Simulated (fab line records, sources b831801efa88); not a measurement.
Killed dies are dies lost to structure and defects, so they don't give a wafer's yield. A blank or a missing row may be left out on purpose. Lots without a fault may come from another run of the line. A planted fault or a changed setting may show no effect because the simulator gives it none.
One fault seen from 2 desks | flow gf180mcu | each desk has only its own numbers; what lay behind them comes last

THE METROLOGY DESK
What the gauges read, lot by lot, whatever tool the lot ran on: means of the sampled wafers that have a number. A lot is out of limits, marked OUT, if its mean lies more than 4 standard deviations from the usual mean; the brackets give that distance.
Columns: A = TOP_METAL_ALCU_RS at GF_TOP_METAL_RS_MEAS_05, usual 0.0329 ohm/sq; B = TOP_METAL_ALCU_THK at GF_TOP_METAL_THK_MEAS_06, usual 905 nm; C = cd_nm at GF_TOP_METAL_CD_MEAS_14, usual 439.7 nm; D = TOP_METAL_OVL at GF_TOP_METAL_OVL_MEAS_15, usual -0.3 nm
lot  | first seen here | A      | B   | C     | D
L777 | day 28 07:39    | 0.0332 | 901 | 439.2 | -0.7
L781 | day 29 11:47    | 0.0325 | 918 | 436.4 | 1.4
L784 | day 30 21:38    | 0.0329 | 902 | 441.4 | -0.8
L785 | day 31 09:26    | 0.0325 | 923 | 441.1 | 1.2
L794 | day 32 23:47    | 0.0330 | 899 | 439.6 | -0.6
L796 | day 33 11:54    | 0.0332 | 897 | 438.4 | 0.1
This desk's finding: nothing out of limits on any of the 6 lots.

THE TOOL OWNER'S DESK: rie_metal-01
The tool's own readings at GF_TOP_METAL_METAL_ETCH_16 (etches the open film in Cl2/BCl3, stops on SiO2, target depth 1197 nm, time 199.5 s): means of the sampled wafers that have a number, for each lot that ran on this tool. A lot is out of limits, marked OUT, if its mean lies more than 4 standard deviations from the usual mean; the brackets give that distance.
Columns: A = drypump_motor_current_A at GF_TOP_METAL_METAL_ETCH_16, usual 5.5 A; B = oes_product_au at GF_TOP_METAL_METAL_ETCH_16, usual 0.989 a.u.; C = rf_fwd_power_W at GF_TOP_METAL_METAL_ETCH_16, usual 797.0 W; D = run_length_s at GF_TOP_METAL_METAL_ETCH_16, usual 228.1 s; E = throttle_valve_pct at GF_TOP_METAL_METAL_ETCH_16, usual 28.230 %
lot  | first seen here | A   | B     | C     | D                | E
L781 | day 30 05:57    | 6.3 | 0.993 | 799.9 | 227.9            | 28.229
L784 | day 31 14:49    | 5.7 | 0.974 | 800.1 | 234.8 (+7.2) OUT | 28.245
L785 | day 32 02:34    | 5.7 | 0.978 | 796.9 | 234.6 (+7.1) OUT | 28.250
This desk's finding: out of limits on L784, L785; first on L784, day 31 14:49 (run_length_s at GF_TOP_METAL_METAL_ETCH_16). In limits: L781.

PUT TOGETHER
The tool owner's desk could have raised an alarm at day 31 14:49, on L784, L785.
The metrology desk saw nothing out of limits.
The metrology desk has L784, L785 on record, within its limits.
Of the lots named, all ran GF_TOP_METAL_METAL_ETCH_16 on rie_metal-01.

WHAT THE SIMULATOR HAD PUT IN
Process parameter drift: rie_metal-01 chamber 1, from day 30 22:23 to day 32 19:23, at GF_TOP_METAL_METAL_ETCH_16. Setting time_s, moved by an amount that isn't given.
Lots struck among those shown: L784, L785.
Hours from the fault's start to each desk's first reading out of limits: the tool owner's desk, 16.
